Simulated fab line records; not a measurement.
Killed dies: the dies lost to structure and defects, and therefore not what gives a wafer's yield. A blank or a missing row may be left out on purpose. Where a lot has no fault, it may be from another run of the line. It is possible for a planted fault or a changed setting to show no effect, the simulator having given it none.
fab line records	flow sky130
[record] lots = 6	wafers = 18	last_day = 49
route steps=708 shown VIA2@519 METAL3@532 PAD_OPEN@708
lots that met no fault: from a run of the same line without faults
start_h: hours from the record's first day to the start of the lot's first wafer shown	wait_h: hours elapsed since this lot's preceding step	" identical to the entry in the row above	L1.1+2: one row covering several wafers at once	- no value, or no start was given	* or withheld: withheld	< > ~ a bound
route shown NAME@n: names a module that has steps shown in the file, with the first one's number in the route	usual: mean and standard deviation over wafers with no fault	same: alike in all rows	chamber/n: place in a boat	sites: readings site by site	_std_site: standard deviation across them	_edge_site: inner sites' mean taken away from outer sites' mean	radius_mm: for every site, how far away it sits from the centre of the wafer	mask NAME#n: copy n	behind: tool/chamber where the wafer was last shaped	hold: why the lot went on hold/how many hours it stayed there/how the hold came to an end	device: the transistor (n, p or np) that didn't switch	end of line: at the end of the route, the tests of the same wafers	step lacking rows: just its recipe	killed: dies that structure and defects cost at the first sort, which is not the same as the wafer's yield	map: a wafer's dies, marking killed ones x, the rest . and places with no die _
set.NAME: setting as actually run; set.NAME@STEP: the setting as run at that earlier step	model.NAME: the simulator's own value behind a step, which no gauge read
lots at selected steps of the route; one table per step, one row per wafer
services: a tool's chamber out of use, with start hour (start_h, from the record's first day; less than 0 if before it), hours out, and reason
[[steps]]
[step SKY_VIA2_CD_MEAS_12]
[recipe] target_cd_nm = 200
[usual] cd_nm = 200.1/1.5
lot.wafer	tool	chamber	start_h	wait_h	cd_nm
L229.3	cd_sem-02	-	875.75	-	202.6
L229.4	"	-	"	"	202.6
L229.6	"	-	"	"	200.5
L237.1	cd_sem-01	-	921.63	-	202.6
L237.2	"	-	"	"	202.6
L237.3	"	-	"	"	198.8
L238.1	cd_sem-01	-	925.75	-	199.0
L238.2	"	-	"	"	197.9
L238.5	"	-	"	"	199.1
L245.3	cd_sem-01	-	979.29	-	199.8
L245.4	"	-	"	"	199.6
L245.6	"	-	"	"	197.5
L243.1	cd_sem-02	-	982.60	-	199.6
L243.2	"	-	"	"	200.6
L243.5	"	-	"	"	199.8
L244.3	cd_sem-01	-	982.70	-	199.6
L244.4	"	-	"	"	201.6
L244.6	"	-	"	"	201.8
[step SKY_VIA2_OVL_MEAS_13]
[usual] VIA2_OVL = 0/5.7
lot.wafer	tool	chamber	start_h	wait_h	VIA2_OVL[nm]
L229.3	overlay-02	-	875.84	0.1	2
L229.4	"	-	"	"	-2
L229.6	"	-	"	"	1
L237.1	overlay-02	-	921.75	0.1	-1
L237.2	"	-	"	"	3
L237.3	"	-	"	"	6
L238.1	overlay-01	-	925.87	0.1	6
L238.2	"	-	"	"	8
L238.5	"	-	"	"	8
L245.3	overlay-01	-	979.38	0.1	-5
L245.4	"	-	"	"	-1
L245.6	"	-	"	"	-2
L243.1	overlay-01	-	982.72	0.1	0
L243.2	"	-	"	"	1
L243.5	"	-	"	"	-6
L244.3	overlay-02	-	982.79	0.1	-4
L244.4	"	-	"	"	5
L244.6	"	-	"	"	4
[step SKY_VIA2_ETCH_14]
[recipe] chemistry = N2/H2	target = BARC	ion_energy_ev = 200	source_w = 500	bias_w = 98.87	pressure_mtorr = 30	n2_flow_sccm = 100	h2_flow_sccm = 200	stop_on = SiO2	time_s = 45.9	target_depth_a = 600
[usual] drypump_motor_current_A = 5.8/0.46	oes_product_au = 0.854/0.0048	throttle_valve_pct = 13.223/0.0088
lot.wafer	tool	chamber	start_h	wait_h	drypump_motor_current_A	oes_product_au	rf_hours_counter_h	throttle_valve_pct
L229.3	rie_diel-04	1	875.86	0.0	6.4	0.852	5	13.219
L229.4	"	0	"	"	5.5	0.859	1	13.199
L229.6	"	3	"	"	5.9	0.855	-	13.221
L237.1	rie_diel-03	0	921.78	0.0	5.5	0.857	14	13.225
L237.2	"	2	"	"	6.1	0.854	3	13.223
L237.3	"	3	"	"	5.8	0.854	20	13.220
L238.1	rie_diel-02	3	925.91	0.0	6.0	0.858	26	13.203
L238.2	"	1	"	"	6.0	0.856	13	13.222
L238.5	"	3	"	"	6.0	0.858	-	13.221
L245.3	rie_diel-04	0	979.41	0.0	5.5	0.859	4	13.222
L245.4	"	2	"	"	6.1	0.856	7	13.235
L245.6	"	3	"	"	5.9	0.856	-	13.228
L243.1	rie_diel-04	3	982.76	0.0	5.9	0.859	18	13.236
L243.2	"	2	"	"	6.2	0.851	7	13.231
L243.5	"	0	"	"	5.5	0.855	-	13.210
L244.3	rie_diel-03	3	982.81	0.0	5.8	0.857	22	13.233
L244.4	"	0	"	"	5.5	0.865	15	13.234
L244.6	"	3	"	"	5.8	0.852	-	13.226
[step SKY_VIA2_ETCH_15]
[recipe] target = SiO2	chemistry = C4F8/O2/Ar	target_depth_nm = 546	stop_on = TiN	mask_material = KrF-thick	source_w = 1500	bias_w = 1200	pressure_mtorr = 40	c4f8_flow_sccm = withheld	O2_flow_sccm = 6	Ar_flow_sccm = 300	time_s = 84
[usual] oes_product_au = 0.940/0.0048
lot.wafer	tool	chamber	start_h	wait_h	oes_product_au	rf_hours_counter_h
L229.3	rie_diel-04	1	875.90	0.0	0.939	5
L229.4	"	0	"	"	0.940	1
L229.6	"	3	"	"	0.935	-
L237.1	rie_diel-03	0	921.82	0.0	0.942	14
L237.2	"	2	"	"	0.936	3
L237.3	"	3	"	"	0.940	20
L238.1	rie_diel-02	3	925.97	0.0	0.943	26
L238.2	"	1	"	"	0.932	13
L238.5	"	3	"	"	0.940	-
L245.3	rie_diel-04	0	979.45	0.0	0.944	4
L245.4	"	2	"	"	0.936	7
L245.6	"	3	"	"	0.934	-
L243.1	rie_diel-04	3	982.80	0.0	0.932	18
L243.2	"	2	"	"	0.950	7
L243.5	"	0	"	"	0.938	-
L244.3	rie_diel-03	3	982.86	0.0	0.938	22
L244.4	"	0	"	"	0.945	15
L244.6	"	3	"	"	0.935	-
[step SKY_VIA2_STRIP_16]
[recipe] chemistry = O2/N2	power_w = 1400	pressure_mtorr = 1500	platen_temp_c = withheld	o2_flow_sccm = 3000	n2_flow_sccm = 300	overash_fraction = 0.5
[step SKY_VIA2_STRIP_17]
[recipe] chemistry = post_etch_residue_remover	time_s = 1200	temp_c = 72.5
[step SKY_VIA2_CLEAN_18]
[recipe] chemistry = IPA	time_s = 180	temp_c = 25
[step SKY_VIA2_CLEAN_19]
[recipe] chemistry = O3/DIW	dry = n2_spin
[step SKY_VIA2_SPUTTER_20]
[recipe] material = TiN	target_thk_nm = 20	chamber_pressure_pa = 5	power_w = 4000	time_s = 80
[usual] throttle_valve_pct = 30.2/1.2
lot.wafer	tool	chamber	start_h	wait_h	throttle_valve_pct
L229.3	pvd_sputter-02	-	876.60	0.0	30.8
L229.4	"	-	"	"	27.8
L229.6	"	-	"	"	27.6
L237.1	pvd_sputter-02	-	922.48	0.0	31.1
L237.2	"	-	"	"	28.3
L237.3	"	-	"	"	30.8
L238.1	pvd_sputter-02	-	926.66	0.0	27.8
L238.2	"	-	"	"	30.9
L238.5	"	-	"	"	27.6
L245.3	pvd_sputter-01	-	980.10	0.0	29.8
L245.4	"	-	"	"	30.6
L245.6	"	-	"	"	31.8
L243.1	pvd_sputter-01	-	983.57	0.0	29.8
L243.2	"	-	"	"	30.8
L243.5	"	-	"	"	30.5
L244.3	pvd_sputter-04	-	983.66	0.0	30.8
L244.4	"	-	"	"	29.7
L244.6	"	-	"	"	30.1
[step SKY_VIA2_CVD_21]
[recipe] material = W	target_thk_nm = 420	time_s = 126.4	temp_c = 400	pressure_torr = 40
[usual] heater_power_w = 842/59
lot.wafer	tool	chamber	start_h	wait_h	heater_power_w
L229.3	cvd_w-01	1	876.71	0.1	922
L229.4	"	0	"	"	785
L229.6	"	1	"	"	919
L237.1	cvd_w-02	1	922.54	0.0	804
L237.2	"	0	"	"	850
L237.3	"	1	"	"	775
L238.1	cvd_w-01	0	926.72	0.0	793
L238.2	"	1	"	"	894
L238.5	"	1	"	"	924
L245.3	cvd_w-01	1	980.21	0.1	927
L245.4	"	0	"	"	785
L245.6	"	0	"	"	788
L243.1	cvd_w-01	1	983.63	0.0	914
L243.2	"	0	"	"	784
L243.5	"	1	"	"	925
L244.3	cvd_w-02	1	983.77	0.1	797
L244.4	"	0	"	"	856
L244.6	"	1	"	"	782
[step SKY_VIA2_RS_MEAS_22]
[recipe] thk_meas_gauge = four-point-probe	reads = W_of_VIA2_CVD_21+TiN_of_VIA2_SPUTTER_20
[usual] VIA2_W_RS = 0.274/0.0042
lot.wafer	tool	chamber	start_h	wait_h	VIA2_W_RS[ohm/sq]
L229.3	film_metro-02	-	876.84	0.1	0.278
L229.4	"	-	"	"	0.279
L229.6	"	-	"	"	0.276
L237.1	film_metro-01	-	922.67	0.1	0.270
L237.2	"	-	"	"	0.266
L237.3	"	-	"	"	0.272
L238.1	film_metro-01	-	926.85	0.1	0.273
L238.2	"	-	"	"	0.270
L238.5	"	-	"	"	0.273
L245.3	film_metro-02	-	980.33	0.1	0.275
L245.4	"	-	"	"	0.279
L245.6	"	-	"	"	0.278
L243.1	film_metro-03	-	983.76	0.1	0.275
L243.2	"	-	"	"	0.278
L243.5	"	-	"	"	0.274
L244.3	film_metro-02	-	983.89	0.1	0.276
L244.4	"	-	"	"	0.271
L244.6	"	-	"	"	0.278
[step SKY_VIA2_THK_MEAS_23]
[recipe] thk_meas_gauge = xrf	reads = W_of_VIA2_CVD_21
[usual] VIA2_W_THK = 416/6.6
lot.wafer	tool	chamber	start_h	wait_h	VIA2_W_THK[nm]
L229.3	film_metro-02	-	876.94	0.1	413
L229.4	"	-	"	"	413
L229.6	"	-	"	"	417
L237.1	film_metro-01	-	922.79	0.1	421
L237.2	"	-	"	"	434
L237.3	"	-	"	"	420
L238.1	film_metro-01	-	926.97	0.1	415
L238.2	"	-	"	"	422
L238.5	"	-	"	"	418
L245.3	film_metro-02	-	980.43	0.1	411
L245.4	"	-	"	"	409
L245.6	"	-	"	"	407
L243.1	film_metro-03	-	983.88	0.1	410
L243.2	"	-	"	"	404
L243.5	"	-	"	"	411
L244.3	film_metro-02	-	983.99	0.1	413
L244.4	"	-	"	"	420
L244.6	"	-	"	"	407
[step SKY_VIA2_CMP_24]
[recipe] stop_on = SiO2	t_overpolish_s = 20	down_force_psi = 3.5	platen_rpm = 60	target_thk_nm = 0	pad_velocity_m_s = 0.94248
[usual] motor_current_A = 10.8/0.71	overpolish_run_s = 20.000/0.0086	t_overpolish_s = 20/0	time_to_endpoint_s = 102/3.2
lot.wafer	tool	chamber	start_h	wait_h	motor_current_A	overpolish_run_s	t_overpolish_s	time_to_endpoint_s
L229.4	cmp-02	1	877.03	0.1	11.1	20.014	20	97
L229.3	"	2	"	"	10.9	20.008	20	102
L229.6	"	1	"	"	11.2	20.007	20	100
L237.1	cmp-02	3	922.85	0.1	9.4	19.997	20	101
L237.3	"	0	"	"	10.7	19.996	20	104
L237.2	"	2	"	"	11.0	20.006	20	104
L238.2	cmp-02	3	927.13	0.1	9.8	20.019	20	103
L238.1	"	0	"	"	10.3	20.001	20	101
L238.5	"	1	"	"	11.4	20.001	20	101
L245.4	cmp-02	0	980.57	0.1	10.7	23.407	23.409	101
L245.3	"	1	"	"	11.4	20.006	20	102
L245.6	"	3	"	"	9.4	19.986	20	104
L243.2	cmp-01	1	983.94	0.0	11.3	20.014	20	104
L243.1	"	0	"	"	9.5	19.994	20	105
L243.5	"	2	"	"	10.9	20.000	20	102
L244.3	cmp-02	0	984.13	0.1	10.1	23.401	23.409	100
L244.4	"	1	"	"	11.2	20.002	20	103
L244.6	"	2	"	"	10.7	19.997	20	102
[step SKY_METAL3_SPUTTER_00]
[recipe] material = Ti	target_thk_nm = 15	power_w = 3000	time_s = 10	chamber_pressure_pa = 0.4
[usual] throttle_valve_pct = 30.2/0.99
lot.wafer	tool	chamber	start_h	wait_h	throttle_valve_pct
L229.3	pvd_sputter-04	-	877.28	0.1	30.3
L229.4	"	-	"	"	29.6
L229.6	"	-	"	"	29.7
L237.1	pvd_sputter-03	-	923.15	0.2	30.7
L237.2	"	-	"	"	30.0
L237.3	"	-	"	"	31.3
L238.1	pvd_sputter-03	-	927.33	0.1	31.0
L238.2	"	-	"	"	29.8
L238.5	"	-	"	"	29.8
L245.3	pvd_sputter-02	-	980.77	0.1	30.9
L245.4	"	-	"	"	28.4
L245.6	"	-	"	"	27.7
L243.1	pvd_sputter-03	-	984.24	0.1	30.6
L243.2	"	-	"	"	31.1
L243.5	"	-	"	"	30.8
L244.3	pvd_sputter-02	-	984.33	0.1	30.9
L244.4	"	-	"	"	28.4
L244.6	"	-	"	"	28.5
[step SKY_PAD_OPEN_PROBE_99]
[usual] defect_limited_yield = 82.6/1.9	killed_at_M0_to_M3 = 43/7.1	killed_at_M4_up = 3.0/1.6	killed_at_contacts = 24/5.3	killed_at_front_end = 16/4.1	killed_at_other = 0.5/0.82	killed_dies = 86/9.4	killed_open = 46/6.9	killed_short = 39/6.5	sort_bin_3_pad_short = 0.9/0.45	sort_bin_5_function = 10.3/1.5	sort_bin_6_memory = 6.2/1.1	sort_n_pass = 406/9.4	sort_yield_pct = 82.6/1.9
[same] gross_dies = 492	killed_at_back_side = 0	sort_bin_4_leakage[%] = 0	sort_bin_8_speed[%] = 0
lot.wafer	tool	chamber	start_h	wait_h	defect_limited_yield[%]	killed_at_M0_to_M3	killed_at_M4_up	killed_at_contacts	killed_at_front_end	killed_at_other	killed_dies	killed_open	killed_short	sort_bin_3_pad_short[%]	sort_bin_5_function[%]	sort_bin_6_memory[%]	sort_n_pass	sort_yield_pct[%]
L229.3	prober-01	-	1097.65	0.2	80.5	47	3	29	17	0	96	54	42	1.4	11.2	6.9	396	80.5
L229.4	prober-01	-	1097.70	0.2	77.2	67	4	23	16	2	112	56	56	1.0	15.0	6.7	380	77.2
L229.6	prober-01	-	1097.80	0.2	80.9	47	2	22	22	1	94	49	45	1.4	12.2	5.5	398	80.9
L238.1	prober-01	-	1139.18	0.1	81.1	46	4	28	15	0	93	48	44	0.8	11.8	6.3	399	81.1
L238.2	prober-01	-	1139.23	0.1	84.6	31	5	24	16	0	76	44	32	1.2	10.0	4.3	416	84.6
L238.5	prober-01	-	1139.38	0.2	85.6	38	4	18	10	1	71	41	29	0.6	9.1	4.7	421	85.6
L245.3	prober-02	-	1178.27	0.2	83.7	50	0	18	12	0	80	48	32	0.6	9.8	5.9	412	83.7
L245.4	prober-02	-	1178.32	0.2	82.9	49	2	23	10	0	84	46	38	0.8	10.4	5.9	408	82.9
L245.6	prober-02	-	1178.42	0.2	83.3	45	2	23	11	1	82	47	35	1.4	9.3	5.9	410	83.3
L244.3	prober-02	-	1181.62	0.2	83.9	31	1	25	22	0	79	42	37	1.0	9.8	5.3	413	83.9
L244.4	prober-02	-	1181.67	0.2	83.3	35	4	31	11	1	82	47	35	0.6	9.8	6.3	410	83.3
L244.6	prober-02	-	1181.77	0.2	81.1	48	3	22	19	1	93	45	48	0.6	11.4	6.9	399	81.1
// killed by level:class
L229.3 VIA3:geometric_particle:open=17 VIA1:geometric_particle:open=11 FIELD_ISO:geometric_particle:short=7 CONTACT:geometric_particle:open=7 CONTACT:geometric_particle:short=7 LI_CONTACT:geometric_particle:open=6 LOCAL_INTERCONNECT:geometric_particle:short=6 VIA2:geometric_particle:open=5
L229.4 VIA1:geometric_particle:open=15 VIA1:geometric_particle:short=11 VIA2:geometric_particle:open=9 LI_CONTACT:geometric_particle:open=8 METAL1:geometric_particle:short=8 POLY_GATE:geometric_particle:short=6 FIELD_ISO:geometric_particle:open=5 LOCAL_INTERCONNECT:geometric_particle:short=5
L229.6 CONTACT:geometric_particle:open=9 VIA1:geometric_particle:open=9 METAL2:geometric_particle:short=7 VIA2:geometric_particle:open=7 POLY_GATE:geometric_particle:open=6 METAL1:geometric_particle:short=6 FIELD_ISO:geometric_particle:short=5 FIELD_ISO:geometric_particle:open=5
L238.1 VIA1:geometric_particle:open=15 CONTACT:geometric_particle:short=7 METAL1:geometric_particle:short=7 FIELD_ISO:geometric_particle:open=6 LI_CONTACT:geometric_particle:short=6 CONTACT:geometric_particle:open=6 VIA2:geometric_particle:open=6 LI_CONTACT:geometric_particle:open=5
L238.2 LI_CONTACT:geometric_particle:open=7 CONTACT:geometric_particle:open=6 VIA1:geometric_particle:open=6 FIELD_ISO:geometric_particle:open=5 POLY_GATE:geometric_particle:open=5 LOCAL_INTERCONNECT:geometric_particle:short=5 VIA1:geometric_particle:short=5 VIA2:geometric_particle:open=5
L238.5 LI_CONTACT:geometric_particle:open=12 VIA1:geometric_particle:open=12 METAL1:geometric_particle:short=8 VIA2:geometric_particle:short=5 METAL3:geometric_particle:short=5 POLY_GATE:geometric_particle:open=4 CONTACT:geometric_particle:open=4 VIA2:geometric_particle:open=3
L245.3 VIA1:geometric_particle:open=17 VIA3:geometric_particle:open=9 CONTACT:geometric_particle:open=7 METAL2:geometric_particle:short=6 VIA2:geometric_particle:open=6 METAL1:geometric_particle:short=5 LI_CONTACT:geometric_particle:open=4 LOCAL_INTERCONNECT:geometric_particle:short=4
L245.4 VIA1:geometric_particle:open=11 CONTACT:geometric_particle:open=9 VIA2:geometric_particle:open=8 METAL1:geometric_particle:short=6 METAL2:geometric_particle:short=6 CONTACT:geometric_particle:short=4 METAL3:geometric_particle:short=4 VIA3:geometric_particle:open=4
L245.6 VIA1:geometric_particle:open=11 CONTACT:geometric_particle:open=10 VIA2:geometric_particle:short=6 POLY_GATE:geometric_particle:short=5 LI_CONTACT:geometric_particle:open=5 CONTACT:geometric_particle:short=5 VIA2:geometric_particle:open=5 VIA1:geometric_particle:short=4
L244.3 FIELD_ISO:geometric_particle:open=7 POLY_GATE:geometric_particle:short=6 LI_CONTACT:geometric_particle:open=6 METAL1:geometric_particle:short=6 VIA3:geometric_particle:open=6 POLY_GATE:geometric_particle:open=5 CONTACT:geometric_particle:short=5 CONTACT:geometric_particle:open=5
L244.4 LI_CONTACT:geometric_particle:open=11 CONTACT:geometric_particle:open=9 VIA3:geometric_particle:open=9 LOCAL_INTERCONNECT:geometric_particle:short=5 METAL2:geometric_particle:short=5 METAL1:geometric_particle:short=4 VIA1:geometric_particle:open=4 VIA3:geometric_particle:short=4
L244.6 VIA1:geometric_particle:open=11 POLY_GATE:geometric_particle:short=7 METAL1:geometric_particle:short=7 CONTACT:geometric_particle:open=6 LI_CONTACT:geometric_particle:open=6 VIA2:geometric_particle:short=6 VIA3:geometric_particle:open=6 VIA1:geometric_particle:short=5
[[services]]
tool	chamber	start_h	hours	kind
cmp-02	-	862.88	6.8	pm
rie_diel-04	1	869.82	3.1	repair
pvd_sputter-04	-	880.49	1.2	repair
rie_diel-03	3	885.81	3.9	repair
cmp-02	-	886.07	1.7	repair
pvd_sputter-03	-	889.81	9.0	repair
rie_diel-03	-	896.06	14.6	pm
cmp-02	-	898.22	3.0	repair
cvd_w-02	-	900.54	6.9	pm
pvd_sputter-02	-	900.89	1.3	repair
rie_diel-04	2	900.98	2.7	repair
rie_diel-04	0	906.76	2.5	repair
cvd_w-02	-	907.44	14.0	pm
cmp-02	-	912.00	4.0	pm
rie_diel-02	0	914.39	2.4	repair
cmp-02	-	916.00	-	consumable_replace:conditioner
rie_diel-04	3	917.56	2.6	repair
rie_diel-03	2	922.08	7.6	repair
rie_diel-02	0	923.29	4.3	repair
rie_diel-02	2	924.87	5.0	repair
cvd_w-01	-	939.65	28.1	pm
rie_diel-03	0	940.57	6.7	repair
rie_diel-04	2	955.73	6.2	repair
pvd_sputter-02	-	963.74	3.7	repair
[[key]]
[first_sign] step = SKY_VIA2_CMP_24	reading = t_overpolish_s	direction = up	sigmas = 99+	usual = 20	struck = 23.409
[effect] step = SKY_VIA2_CMP_24	reading = overpolish_run_s	direction = up	sigmas = 99+	usual = 20.000	struck = 23.404
met_at SKY_VIA2_CMP_24
struck_wafers L244.3,L245.4
onset_between 927.13 980.57
[fault] kind = process_parameter_drift	tool = cmp-02	chamber = 0	onset_h = 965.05	steps = SKY_VIA2_CMP_24	channel = t_overpolish_s	offset = 3.4091	shape = step	end_h = 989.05	acts_in = these_recipes_only	stated = 20
